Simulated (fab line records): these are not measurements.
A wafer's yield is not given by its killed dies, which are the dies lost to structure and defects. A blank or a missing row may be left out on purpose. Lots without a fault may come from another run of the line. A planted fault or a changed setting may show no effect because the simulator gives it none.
Chamber matching + flow gf180mcu + GF_V1_CMP_26 on cmp-02: 4 sister chambers
The step polishes, stops on SiO2, t overpolish 15 s, target thk 0 nm. 4 wafers are shown with their chamber, then 8 later ones without.

## EACH WAFER AND ITS CHAMBER
| wafer  | chamber | motor_current_A (A) |
|--------|---------|---------------------|
| L187.4 | 1       | 14.5                |
| L197.1 | 0       | 10.0                |
| L197.3 | 2       | 11.3                |
| L198.2 | 3       | 12.8                |

## WAFERS WHOSE CHAMBER IS MISSING
| wafer  | motor_current_A (A) |
|--------|---------------------|
| L198.4 | 10.5                |
| L198.5 | 12.2                |
| L201.2 | 12.7                |
| L201.4 | 9.8                 |
| L201.5 | 12.1                |
| L203.1 | 12.7                |
| L203.3 | 14.5                |
| L203.6 | 11.0                |

## CHAMBER TAKEN BY EACH
| wafer  | from the rows above     | in truth |
|--------|-------------------------|----------|
| L198.4 | can't be placed: 0 or 2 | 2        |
| L198.5 | can't be placed: 3 or 2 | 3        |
| L201.2 | 3                       | 3        |
| L201.4 | 0                       | 0        |
| L201.5 | can't be placed: 3 or 2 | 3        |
| L203.1 | 3                       | 3        |
| L203.3 | 1                       | 1        |
| L203.6 | can't be placed: 2 or 0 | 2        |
Placed correctly: 4 of 8. Unplaceable from these rows: 4, with the true chamber sitting among the candidates in 4. Wrongly placed: 0.
How it was worked out, from the rows above alone: a wafer's distance from a chamber is the root of the sum, over the readings, of the square of ((its reading less the chamber's mean) divided by the reading's scatter). The wafer belongs to the nearest chamber; if the next one is less than 2 further off, it can't be placed. The mean given for a chamber averages the wafers shown for that chamber. The scatter: root of mean squared gap, hidden wafer to nearest shown wafer, with one shown wafer a chamber.
